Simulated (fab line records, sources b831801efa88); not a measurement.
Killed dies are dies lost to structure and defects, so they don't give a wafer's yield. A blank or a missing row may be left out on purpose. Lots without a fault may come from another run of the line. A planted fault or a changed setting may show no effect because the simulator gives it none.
One fault seen from 2 desks | flow sky130 | each desk has only its own numbers; what lay behind them comes last

THE TOOL OWNER'S DESK: rie_diel-01
The tool's own readings at SKY_FIELD_ISO_ETCH_14 (etches BARC in N2/H2, stops on SiO2, time 45.9 s, target depth 60 nm): means of the sampled wafers that have a number, for each lot that ran on this tool. A lot is out of limits, marked OUT, if its mean lies more than 4 standard deviations from the usual mean; the brackets give that distance.
Columns: A = bias_w at SKY_FIELD_ISO_ETCH_14, usual 100.0 W; B = drypump_motor_current_A at SKY_FIELD_ISO_ETCH_14, usual 6.0 A; C = oes_product_au at SKY_FIELD_ISO_ETCH_14, usual 0.854 a.u.; D = run_length_s at SKY_FIELD_ISO_ETCH_14, usual 74.2 s; E = throttle_valve_pct at SKY_FIELD_ISO_ETCH_14, usual 13.225 %
lot  | first seen here | A     | B   | C               | D              | E
L531 | day 2 14:27     | 100.0 | 5.8 | 0.854           | 74.5           | 13.228
L541 | day 4 19:29     | 100.2 | 6.0 | 0.903 (+11) OUT | 65.8 (-19) OUT | 13.221
L545 | day 5 19:34     | 100.5 | 5.8 | 0.923 (+15) OUT | 61.1 (-30) OUT | 13.234
L546 | day 5 22:53     | 99.8  | 6.2 | 0.927 (+16) OUT | 60.8 (-31) OUT | 13.236
This desk's finding: out of limits on L541, L545, L546; first on L541, day 4 19:29 (oes_product_au at SKY_FIELD_ISO_ETCH_14). In limits: L531.

THE METROLOGY DESK
What the gauges read, lot by lot, whatever tool the lot ran on: means of the sampled wafers that have a number. A lot is out of limits, marked OUT, if its mean lies more than 4 standard deviations from the usual mean; the brackets give that distance.
Columns: A = PWDE_OVL at SKY_PWDE_OVL_MEAS_07, usual 0.8 nm; B = NWELL_00_OVL at SKY_NWELL_OVL_MEAS_10, usual -1.1 nm; C = NWELL_01_OVL at SKY_NWELL_OVL_MEAS_23, usual -1.2 nm; D = VT_ADJUST_LVTN_OVL at SKY_VT_ADJUST_LVTN_OVL_MEAS_07, usual -0.3 nm
lot  | first seen here | A    | B    | C    | D
L529 | day 3 17:20     | -1.5 | -0.7 | -3.9 | -1.4
L530 | day 4 00:08     | -2.0 | -0.6 | -4.4 | -1.5
L531 | day 4 04:14     | 0.9  | -2.9 | -1.0 | -0.1
L533 | day 4 20:57     | 1.9  | 1.6  | -1.7 | 0.4
L534 | day 5 02:26     | 1.1  | -2.2 | -0.6 | -0.2
L535 | day 5 07:33     | 3.6  | -3.0 | -1.7 | 0.3
L536 | day 5 12:30     | 2.1  | 0.4  | 0.1  | -0.1
L537 | day 5 19:54     | 1.5  | -0.1 | -0.7 | 0.1
L539 | day 6 12:47     | 0.5  | 0.3  | -0.4 | -0.6
L541 | day 6 18:08     | 0.3  | 0.0  | -1.7 | 0.3
L542 | day 6 21:56     | 0.2  | -1.6 | -2.0 | 1.3
L545 | day 7 15:35     | 2.6  | -0.5 | -2.7 | 0.5
L546 | day 7 21:02     | 0.2  | -1.1 | -0.3 | 0.3
L549 | day 8 15:56     | 1.5  | -1.9 | -0.0 | -1.5
L552 | day 9 06:50     | 3.3  | 0.3  | -1.6 | -0.3
This desk's finding: nothing out of limits on any of the 15 lots.

PUT TOGETHER
The tool owner's desk could have raised an alarm at day 4 19:29, on L541, L545, L546.
The metrology desk saw nothing out of limits.
The metrology desk has L541, L545, L546 on record, within its limits.
Of the lots named, all ran SKY_FIELD_ISO_ETCH_14 on rie_diel-01.

WHAT THE SIMULATOR HAD PUT IN
Process parameter drift: rie_diel-01, from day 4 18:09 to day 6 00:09, at SKY_FIELD_ISO_ETCH_14. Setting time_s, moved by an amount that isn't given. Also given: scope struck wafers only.
Lots struck among those shown: L541, L545, L546.
Hours from the fault's start to each desk's first reading out of limits: the tool owner's desk, 1.
